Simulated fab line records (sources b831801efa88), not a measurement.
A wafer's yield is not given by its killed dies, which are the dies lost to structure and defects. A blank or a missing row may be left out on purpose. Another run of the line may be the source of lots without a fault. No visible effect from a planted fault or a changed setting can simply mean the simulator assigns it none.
Code-filled problem report in 8D (eight disciplines) form | flow sky130 | the parts of the form that need people (team, actions taken, sign-off) are left out

1. WHAT WENT WRONG
Across 9 wafers from 3 lots, LDD_HVN_TW at SKY_LDD_HVN_TW_MEAS_10 averages 2994, while fault-free wafers read 1439 with a standard deviation of 14. That is +99 or more standard deviations from the usual mean.
First seen on wafer L284.3, day 26 04:17, on film-metro-04. At this step, 36 wafers from 12 lots have a number in the record. The rule behind "out" and "out of limits": a value lying over 4 standard deviations away from the usual mean. The rest of the wafers with a number are treated as sound.

2. WHAT IT IS; WHAT IT IS NOT
question                    | is                           | is not
which readings at this step | LDD_HVN_TW                   | -
which lots                  | L284, L286, L287             | L272, L273, L274, L275, L278, L289, L291, L292, L293
which wafers of those lots  | all that have a number       | -
read on which gauges        | film-metro-01, film-metro-04 | film-metro-02
when                        | from day 26 04:17            | up to then (15 sound wafers); but 12 sound wafers of L289, L291, L292, L293 came after

3. WHAT RULES OUT EACH SUSPECT
Counting: any tool at a process step up to the reading is kept as a suspect provided that every lot that is out went through it and no sound lot did after the first of them.
- the gauge at SKY_LDD_HVN_TW_MEAS_10: ruled out. Those wafers that are out were read across 2 gauges (film-metro-01, film-metro-04).
- implanter-03 at SKY_LDD_HVN_IMPLANT_08: kept. All lots that are out passed through it, beginning with L284 at day 26 04:04, and no sound lot followed; its final sound lot before that point was L278 at day 23 03:11. Out on those wafers are its own readings of beam-on-s, dose-ions-cm2, faraday-current-uA.
Remaining after the count: implanter-03 at SKY_LDD_HVN_IMPLANT_08.

4. THE CAUSE (what the simulator had put in)
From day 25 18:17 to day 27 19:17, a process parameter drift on implanter-03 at SKY_LDD_HVN_IMPLANT_08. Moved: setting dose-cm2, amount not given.
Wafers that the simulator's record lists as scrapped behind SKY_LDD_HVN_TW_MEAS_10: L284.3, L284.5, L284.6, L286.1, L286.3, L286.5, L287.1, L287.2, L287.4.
The count eliminated every tool but this one.

5. THE CHAIN OF EFFECTS, in route order
Rows list readings where the struck wafers' mean (over those with a number) sits beyond 3 standard deviations from the usual. Only readings whose record carries a usual standard deviation are examined. hours: median over the lots of the time between each lot's start at the first step of this table that gives one and its start at this step. sigmas: the change, counted in usual standard deviations.
hours | step                   | reading                   | usual         | on struck wafers | change    | sigmas
0     | SKY_LDD_HVN_IMPLANT_08 | beam-on-s                 | 10.00 s       | 12.03            | +2.03     | +9.2
0     | SKY_LDD_HVN_IMPLANT_08 | dose-ions-cm2             | 3e+13         | 3e+14            | +3e+14    | +99 or more
0     | SKY_LDD_HVN_IMPLANT_08 | end-station-pressure-torr | 5.12e-06 Torr | 6.10e-06         | +9.81e-07 | +3.6
0     | SKY_LDD_HVN_IMPLANT_08 | faraday-current-uA        | 169           | 1549             | +1380     | +99 or more
0     | SKY_LDD_HVN_TW_MEAS_10 | LDD_HVN_TW                | 1439          | 2994             | +1555     | +99 or more
Here are the process steps it includes:
- SKY_LDD_HVN_IMPLANT_08

6. WHAT WOULD HAVE CAUGHT IT SOONER
In this record the first reading out of limits at a measuring or inspecting step was taken at day 26 04:17, 10 hours after the fault began at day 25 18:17.
At SKY_LDD_HVN_IMPLANT_08, the tool's own readings (beam-on-s, dose-ions-cm2, faraday-current-uA) were out on each struck wafer the step has a row for, so an alarm limit on them would have fired on the first such wafer.
Lots out: 3; of these, L286, L287 started SKY_LDD_HVN_IMPLANT_08 on implanter-03 after day 26 04:17. A hold on the tool at that time would have spared those 2.
